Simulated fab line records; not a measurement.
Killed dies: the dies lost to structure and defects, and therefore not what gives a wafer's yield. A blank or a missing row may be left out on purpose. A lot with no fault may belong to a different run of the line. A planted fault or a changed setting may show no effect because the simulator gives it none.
Which tool did it? ; flow gf180mcu ; 11 lots with 33 wafers sampled at 6 steps, on a route of 602 steps

## WHAT THE GAUGES SHOWED, per wafer
GF_V2_BOW_MEAS_05. Usual: V2_BOW gives 102 um (standard deviation 8.5).
lot;measured;on;V2_BOW (um);flag
L336;day 20 10:32;filmMetro-01;91 87 102;
L338;day 21 05:01;filmMetro-02;107 84 85;
L339;day 21 14:49;filmMetro-04;95 99 97;
L341;day 22 11:29;filmMetro-02;89 89 96;
L342;day 22 12:11;filmMetro-01;97 94 103;
L345;day 23 18:08;filmMetro-04;105 103 111;
L349;day 24 21:55;filmMetro-02;107 101 90;
L350;day 25 09:09;filmMetro-04;96 107 104;
L354;day 26 09:56;filmMetro-01;88 84 102;
L355;day 26 20:02;filmMetro-04;92 109 96;
L356;day 27 05:41;filmMetro-02;115 99 103;

GF_V2_RS_MEAS_24: a four-point-probe measurement. Usual: V2_W_RS gives 0.328 ohm/sq (standard deviation 0.0033).
lot;measured;on;V2_W_RS (ohm/sq);flag
L336;day 21 12:23;filmMetro-02;0.327 0.325 0.325;
L338;day 22 05:46;filmMetro-02;0.325 0.324 0.324;
L339;day 22 15:01;filmMetro-04;0.319 0.321 0.324;
L341;day 23 10:56;filmMetro-01;0.330 0.329 0.334;
L342;day 23 12:20;filmMetro-02;0.331 0.330 0.332;
L345;day 24 15:57;filmMetro-04;0.324 0.324 0.327;
L349;day 25 19:33;filmMetro-01;44.806 44.412 44.736;OFF
L350;day 26 06:58;filmMetro-01;44.149 43.094 43.142;OFF
L354;day 27 06:59;filmMetro-02;0.333 0.332 0.334;
L355;day 27 17:23;filmMetro-04;0.334 0.332 0.332;
L356;day 28 01:58;filmMetro-04;0.327 0.324 0.327;

GF_V2_THK_MEAS_25: measures by xrf. Usual: V2_W_THK gives 352 nm (standard deviation 4.6).
lot;measured;on;V2_W_THK (nm);flag
L336;day 21 12:30;filmMetro-02;353 356 353;
L338;day 22 05:53;filmMetro-02;352 354 351;
L339;day 22 15:08;filmMetro-04;358 355 354;
L341;day 23 11:02;filmMetro-01;354 354 347;
L342;day 23 12:28;filmMetro-02;348 348 347;
L345;day 24 16:04;filmMetro-04;357 355 353;
L349;day 25 19:40;filmMetro-01;- - -;OFF
L350;day 26 07:05;filmMetro-01;- - <0;OFF
L354;day 27 07:07;filmMetro-02;343 343 342;
L355;day 27 17:29;filmMetro-04;350 349 349;
L356;day 28 02:05;filmMetro-04;356 361 356;

## TOOL THAT RAN EACH LOT (tool first, then ch and the chambers of the sampled wafers, then the start)
lot;GF_V1_STRIP_18;GF_V1_CMP_26;GF_V2_CVD_23
L336;plasmaAsher-03 ch 0,1, day 19 07:13;cmp-01 ch 1,2, day 19 08:11;cvdW-02 ch 0,1, day 21 12:16
L338;plasmaAsher-04 ch 0, day 20 01:51;cmp-01 ch 1,2,3, day 20 02:49;cvdW-01 ch 0, day 22 05:39
L339;plasmaAsher-02 ch 0,1, day 20 11:46;cmp-01 ch 0,2,3, day 20 12:41;cvdW-02 ch 0,1, day 22 14:53
L341;plasmaAsher-04 ch 0,1, day 21 08:29;cmp-01 ch 2,3, day 21 09:47;cvdW-02 ch 0,1, day 23 10:50
L342;plasmaAsher-04 ch 0,1, day 21 09:45;cmp-01 ch 0,1,3, day 21 10:47;cvdW-01 ch 0,1, day 23 12:14
L345;plasmaAsher-02 ch 0,1, day 22 16:43;cmp-01 ch 0,3, day 22 17:59;cvdW-01 ch 1, day 24 15:49
L349;plasmaAsher-04 ch 0,1, day 23 23:45;cmp-02 ch 0,2,3, day 24 00:41;cvdW-02 ch 0,1, day 25 19:26
L350;plasmaAsher-02 ch 0,1, day 24 08:52;cmp-01 ch 0,1,3, day 24 10:17;cvdW-02 ch 0,1, day 26 06:51
L354;plasmaAsher-04 ch 0,1, day 25 10:15;cmp-01 ch 0,3, day 25 11:10;cvdW-02 ch 0,1, day 27 06:53
L355;plasmaAsher-02 ch 0,1, day 25 20:32;cmp-01 ch 0,2,3, day 25 21:32;cvdW-01 ch 0,1, day 27 17:17
L356;plasmaAsher-03 ch 0, day 26 06:52;cmp-02 ch 0,1,3, day 26 07:55;cvdW-01 ch 0,1, day 28 01:50
- GF_V1_STRIP_18: strips in O2/N2.
- GF_V1_CMP_26: polishes, stops on SiO2, t overpolish 15 s, target thk 0 nm.
- GF_V2_CVD_23: deposits W, target thk 350 nm, time 104.94 s.

## WHAT THE TOOLS THEMSELVES READ (means of the sampled wafers that have a number; where no wafer has one, the mark that the record gives instead)
GF_V1_STRIP_18. Usual: drypumpMotorCurrentA 5.6 A, standard deviation 0.39; heaterPowerW 318 W, standard deviation 16; oesProductAu 0.594 a.u., standard deviation 0.0053.
lot;tool;drypumpMotorCurrentA (A);heaterPowerW (W);oesProductAu (a.u.);flag
L336;plasmaAsher-03;6.1;333;0.594;
L338;plasmaAsher-04;5.6;328;0.588;
L339;plasmaAsher-02;5.6;310;0.595;
L341;plasmaAsher-04;5.3;328;0.594;
L342;plasmaAsher-04;5.4;329;0.591;
L345;plasmaAsher-02;5.6;308;0.593;
L349;plasmaAsher-04;5.3;330;0.588;
L350;plasmaAsher-02;5.6;299;0.596;
L354;plasmaAsher-04;5.4;327;0.598;
L355;plasmaAsher-02;5.6;309;0.596;
L356;plasmaAsher-03;6.3;299;0.600;

GF_V1_CMP_26. Usual: motorCurrentA 11.5 A, standard deviation 1; overpolishRunS 15.001 s, standard deviation 0.0086; timeToEndpointS 83 s, standard deviation 3.1.
lot;tool;motorCurrentA (A);overpolishRunS (s);timeToEndpointS (s);flag
L336;cmp-01;11.9;15.002;86;
L338;cmp-01;11.5;15.002;84;
L339;cmp-01;11.3;15.007;83;
L341;cmp-01;12.0;14.995;85;
L342;cmp-01;11.1;15.003;84;
L345;cmp-01;10.7;15.000;82;
L349;cmp-02;11.8;15.004;83;
L350;cmp-01;11.0;14.996;83;
L354;cmp-01;11.6;15.002;82;
L355;cmp-01;11.7;14.998;82;
L356;cmp-02;12.2;14.996;83;

GF_V2_CVD_23. Usual: chamberPressureTorr 40.00 Torr, standard deviation 0.083; heaterPowerOuterW 549 W, standard deviation 37; heaterPowerW 887 W, standard deviation 65.
lot;tool;chamberPressureTorr (Torr);heaterPowerOuterW (W);heaterPowerW (W);flag
L336;cvdW-02;40.02;541;880;
L338;cvdW-01;39.93;577;1000;
L339;cvdW-02;40.03;566;874;
L341;cvdW-02;39.97;534;867;
L342;cvdW-01;40.06;533;877;
L345;cvdW-01;40.04;498;804;
L349;cvdW-02;-;-;-;OFF
L350;cvdW-02;-;-;-;OFF
L354;cvdW-02;39.95;565;877;
L355;cvdW-01;40.03;531;867;
L356;cvdW-01;39.96;526;873;

## THE ANSWER, worked out from the rows above alone
Rule: lot off if the mean of its wafers having a number is beyond 3 standard deviations from the usual mean. Also off: a lot with no number at a reading for which 4 or more lots have one. All remaining lots with rows at the step are treated as sound. After the gauges, taken in route order, come the tools' own readings; for these a lot's mean is taken, as printed above. At the first step where some lot is off, the reading lying furthest off is the one used; lots without a number count as furthest.
Off: L349, L350, at GF_V2_RS_MEAS_24 (V2_W_RS).
If a tool, at a process step before that reading, ran all the lots that are off and no sound lot after the first of them, it fits. The gauges at GF_V2_RS_MEAS_24 aren't tried: what is off there is off at GF_V2_CVD_23 too, on other tools, and a gauge's error can't cause that. No candidate that was tried fits.

## WHAT HAD BEEN PUT IN BY THE SIMULATOR
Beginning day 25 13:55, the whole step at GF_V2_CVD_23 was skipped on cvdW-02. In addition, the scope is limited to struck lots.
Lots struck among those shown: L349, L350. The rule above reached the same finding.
